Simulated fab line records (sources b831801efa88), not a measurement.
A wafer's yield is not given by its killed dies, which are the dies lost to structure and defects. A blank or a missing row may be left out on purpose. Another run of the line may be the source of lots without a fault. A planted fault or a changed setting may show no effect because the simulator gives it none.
A lot that was struck, set against a sound lot -- flow sfq line -- 14 out of 325 route steps
Sound: these wafers, L697.2, L697.4, L697.5. Struck: wafer L713.2. (L713.1, L713.5 of the same lot were not struck and are left out.) The cause comes at the end.
Order at every step that has rows: each side's tool, ch and its chambers, its first start. Under that, the readings that differ: sound wafers -- struck wafers -- difference of the means -- sigmas: that difference in standard deviations of wafers without a fault.
alike: readings whose means differ by less than 2 such deviations, and words and numbers that are the same on both sides. not compared: withheld readings, readings that some wafer has no value for, bounds like >300 that may hide the same value, and numbers for which the record gives no deviation and whose values overlap.
The two part at a step that has a row with sigmas, a row that says differs or no value, or rows on one side only. When numbers do not overlap yet have no deviation, they are printed without sigmas and do not part them. Lack of a reading on every wafer of one side parts them only where that side has two or more wafers.

first, 2 steps without rows for these wafers: SFQ_TRILAYER_C5_STRIP_SOLV_CLEAN_156 (cleans in NMP, time 600 s); SFQ_TRILAYER_M6_DEP_PRE_CLEAN_158 (time 22.5 s).
SFQ_TRILAYER_M6_DEP_SPUTTER_157: material Nb, target thk 200 nm, time 133.3 s.
  sound on pvd sputter-03, day 64 00:25; struck on pvd sputter-06, day 67 14:10
  alike: throttle valve pct
SFQ_M6_RS_MEAS_938: the measuring method here is four-point-probe.
  sound on film metro-02, day 64 00:32; struck on film metro-04, day 67 14:15
  alike: M6_NB_RS
then, 6 steps without rows for these wafers: SFQ_TRILAYER_M6_LITHO_COAT_164 (resist thk 62 nm); SFQ_TRILAYER_M6_LITHO_COAT_159 (resist thk 600 nm); SFQ_TRILAYER_M6_LITHO_SOFTBAKE_163; SFQ_TRILAYER_M6_LITHO_EXPOSE_160 (exposes mask M6, target cd 500 nm); SFQ_TRILAYER_M6_LITHO_PEB_162 (peb time 60 s); SFQ_TRILAYER_M6_LITHO_DEVELOP_161 (time 60 s).
-- the record jumps here: 5 days lie between the struck wafers' starts before and after --
SFQ_M6_OVL_MEAS_940:
  sound on overlay-02, day 64 03:05; struck on overlay-02, day 72 10:05
  alike: M6_OVL
SFQ_TRILAYER_M6_BARC_OPEN_METAL_ETCH_206: etches BARC in O2, target depth 125 nm, time 41.7 s.
  sound on rie metal-03 ch 0,1, day 64 03:07; struck on rie metal-03 ch 1, day 72 10:07
reading,sound,struck,difference,sigmas
oes product au (a.u.),0.679 0.681 0.690,0.848,+0.165,+37
run length s (s),70.4 70.6 69.8,60.1,-10.2,-27
model.KrF_of_TRILAYER_M6_LITHO_COAT_159.thk nm (nm),522.1 522.6 519.8,534.6,+13.1,
  alike: drypump motor current A
  not compared: rf hours counter h
SFQ_TRILAYER_M6_ETCH_METAL_ETCH_162: etches Nb in Cl2/Ar, stops on SiO2, target depth 240 nm, time 120 s.
  sound on rie metal-03 ch 0,1, day 64 03:10; struck on rie metal-03 ch 1, day 72 10:11
reading,sound,struck,difference,sigmas
model.KrF_of_TRILAYER_M6_LITHO_COAT_159.thk nm (nm),381 380.8 379.4,391.8,+11.4,
  alike: drypump motor current A, oes product au, run length s
  not compared: rf hours counter h
SFQ_TRILAYER_M6_STRIP_STRIP_163: strips in O2.
  sound on rie metal-03 ch 0,1, day 64 03:18; struck on rie metal-03 ch 1, day 72 10:18
  alike: drypump motor current A, oes product au
  not compared: rf hours counter h

## WHERE THEY PART
Within this record, at SFQ_TRILAYER_M6_BARC_OPEN_METAL_ETCH_206 only. Later steps at which nothing parts them and some readings are alike: SFQ_TRILAYER_M6_ETCH_METAL_ETCH_162, SFQ_TRILAYER_M6_STRIP_STRIP_163.

WHY: what had been put in by the simulator
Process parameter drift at SFQ_TRILAYER_M6_BARC_OPEN_METAL_ETCH_206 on rie metal-03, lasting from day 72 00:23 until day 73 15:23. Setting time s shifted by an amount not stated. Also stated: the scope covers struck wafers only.
